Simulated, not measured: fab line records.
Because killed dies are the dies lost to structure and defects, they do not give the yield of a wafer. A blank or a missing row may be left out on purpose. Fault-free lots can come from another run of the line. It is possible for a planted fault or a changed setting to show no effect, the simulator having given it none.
Which tool was responsible? | flow sky130 | 15 lots, 45 wafers sampled, at 4 steps of a route of 708

WHAT EACH GAUGE READ, for each wafer
SKY_VT_ADJUST_LVTN_TW_MEAS_10.
lot  | measured     | on           | VT_ADJUST_LVTN_TW
L506 | day 6 15:51  | filmMetro-04 | 243.5 243.6 243.6
L507 | day 6 18:47  | filmMetro-02 | 241.7 240.7 241.1
L508 | day 7 01:26  | filmMetro-02 | 240.2 239.4 240.4
L509 | day 7 05:46  | filmMetro-02 | 241.1 238.7 241.4
L510 | day 7 10:25  | filmMetro-04 | 243.3 241.2 243.9
L512 | day 7 19:56  | filmMetro-03 | 245.0 243.6 245.7
L518 | day 8 15:08  | filmMetro-02 | 239.7 238.7 238.9
L519 | day 8 17:39  | filmMetro-04 | 243.6 243.4 243.1
L520 | day 8 20:03  | filmMetro-04 | 243.1 243.5 242.5
L521 | day 8 22:48  | filmMetro-03 | 242.8 244.1 245.0
L526 | day 16 11:08 | filmMetro-04 | 237.9 238.2 237.9
L524 | day 16 11:29 | filmMetro-03 | 243.4 243.6 243.8
L527 | day 16 12:51 | filmMetro-03 | 243.4 243.8 243.3
L529 | day 16 14:00 | filmMetro-03 | 242.1 243.5 242.3
L528 | day 16 14:21 | filmMetro-02 | 239.5 240.6 240.5

SKY_LI_CONTACT_OVL_MEAS_13.
lot  | measured     | on         | LI_CONTACT_OVL (nm)
L506 | day 26 21:02 | overlay-02 | 0 5 10
L507 | day 26 21:41 | overlay-02 | -3 -9 0
L508 | day 26 22:02 | overlay-01 | 3 5 7
L509 | day 26 23:54 | overlay-01 | -5 1 5
L510 | day 27 15:23 | overlay-01 | 9 7 8
L512 | day 28 00:27 | overlay-02 | 5 -6 -2
L518 | day 29 20:13 | overlay-02 | 6 -2 -1
L519 | day 30 03:56 | overlay-01 | 0 4 8
L520 | day 30 06:31 | overlay-02 | 11 -2 -2
L521 | day 30 18:43 | overlay-01 | 17 9 10
L526 | day 39 11:59 | overlay-02 | 5 1 11
L524 | day 39 16:10 | overlay-01 | 14 11 5
L527 | day 39 18:34 | overlay-01 | -6 3 0
L529 | day 39 21:35 | overlay-01 | 0 4 -1
L528 | day 39 19:34 | overlay-01 | 1 2 2

EACH LOT AND THE TOOL THAT RAN IT (in order: tool; ch and the chambers of the sampled wafers; start)
lot  | SKY_LDD_P_DEVELOP_06             | SKY_SD_N_RTA_14
L506 | lithoTrack-01 ch 0, day 16 07:52 | rtpAnneal-02 ch 0, day 25 14:56
L507 | lithoTrack-01 ch 0, day 16 08:10 | rtpAnneal-01 ch 0, day 25 15:01
L508 | lithoTrack-02 ch 0, day 16 19:50 | rtpAnneal-02 ch 0, day 25 15:06
L509 | lithoTrack-02 ch 0, day 17 03:32 | rtpAnneal-01 ch 0, day 25 17:58
L510 | lithoTrack-02 ch 0, day 17 14:25 | rtpAnneal-02 ch 0, day 26 08:34
L512 | lithoTrack-03 ch 0, day 18 02:50 | rtpAnneal-01 ch 0, day 26 18:31
L518 | lithoTrack-01, day 20 01:23      | rtpAnneal-02 ch 0, day 28 14:22
L519 | lithoTrack-03, day 20 04:56      | rtpAnneal-01 ch 0, day 28 22:27
L520 | lithoTrack-03, day 20 12:32      | rtpAnneal-02 ch 0, day 29 00:00
L521 | lithoTrack-01 ch 0, day 20 21:43 | rtpAnneal-01 ch 0, day 29 13:09
L526 | lithoTrack-02 ch 0, day 30 06:55 | rtpAnneal-01 ch 0, day 38 08:40
L524 | lithoTrack-03 ch 0, day 30 09:55 | rtpAnneal-02 ch 0, day 38 12:46
L527 | lithoTrack-02 ch 0, day 30 11:01 | rtpAnneal-02 ch 0, day 38 15:10
L529 | lithoTrack-03 ch 0, day 30 14:34 | rtpAnneal-02 ch 0, day 38 18:31
L528 | lithoTrack-03 ch 0, day 30 11:25 | rtpAnneal-01 ch 0, day 38 16:23
- SKY_LDD_P_DEVELOP_06: develop time 60 s.
- SKY_SD_N_RTA_14: time 2 s.

AS READ BY THE TOOLS THEMSELVES (means over the sampled wafers that have a number; for cases with no such wafer, the mark the record gives instead)
SKY_LDD_P_DEVELOP_06.
lot  | tool          | chillPlateTempC (C)
L506 | lithoTrack-01 | 22.97
L507 | lithoTrack-01 | 23.15
L508 | lithoTrack-02 | 23.07
L509 | lithoTrack-02 | 22.94
L510 | lithoTrack-02 | 22.91
L512 | lithoTrack-03 | 23.03
L518 | lithoTrack-01 | -
L519 | lithoTrack-03 | -
L520 | lithoTrack-03 | -
L521 | lithoTrack-01 | 22.95
L526 | lithoTrack-02 | 22.96
L524 | lithoTrack-03 | 23.09
L527 | lithoTrack-02 | 22.92
L529 | lithoTrack-03 | 22.92
L528 | lithoTrack-03 | 23.04

SKY_SD_N_RTA_14.
lot  | tool         | lampPowerPct (%) | wafer_temp_C_max
L506 | rtpAnneal-02 | 15.69            | 1078.1
L507 | rtpAnneal-01 | 15.72            | 1079.0
L508 | rtpAnneal-02 | 15.72            | 1078.3
L509 | rtpAnneal-01 | 15.72            | 1078.1
L510 | rtpAnneal-02 | 15.69            | 1077.3
L512 | rtpAnneal-01 | 15.69            | 1077.7
L518 | rtpAnneal-02 | 15.73            | 1077.2
L519 | rtpAnneal-01 | 15.74            | 1076.7
L520 | rtpAnneal-02 | 15.75            | 1078.4
L521 | rtpAnneal-01 | 15.75            | 1079.0
L526 | rtpAnneal-01 | 15.70            | 1077.6
L524 | rtpAnneal-02 | 15.71            | 1077.2
L527 | rtpAnneal-02 | 15.67            | 1079.3
L529 | rtpAnneal-02 | 15.67            | 1077.8
L528 | rtpAnneal-01 | 15.72            | 1078.5

THE ANSWER, worked out from the rows above alone
Rule: the usual values come from the lots themselves. The widest of any qualifying gaps counts: lots, ordered by their means at a reading, are off when they make up no more than a third of the lots, leave a main group of 4 or more, and stand apart from it by 3 or more times the standard deviation of that group's means. A main group whose means are all the same, to the digits that the tables above print for the reading, isn't used. A lot without any number at a reading at which 4 lots or more have one is off too. Any other lot the step has rows for is counted as sound. After the gauges, taken in route order, come the tools' own readings; for these a lot's mean is taken, as printed above. The first step at which some lot is off is used, and at that step the reading that is off furthest; a lot without a number counts as furthest.
Off at SKY_LDD_P_DEVELOP_06 (chillPlateTempC): L518, L519, L520. Without a number there: L518, L519, L520. Main group: mean 23.00 C, sd 0.075.
A tool fits if, at that step or a process step before it, it ran every lot that is off, and no sound lot after the first of them. Of those tried, none fits.

WHAT THE SIMULATOR HAD INSERTED
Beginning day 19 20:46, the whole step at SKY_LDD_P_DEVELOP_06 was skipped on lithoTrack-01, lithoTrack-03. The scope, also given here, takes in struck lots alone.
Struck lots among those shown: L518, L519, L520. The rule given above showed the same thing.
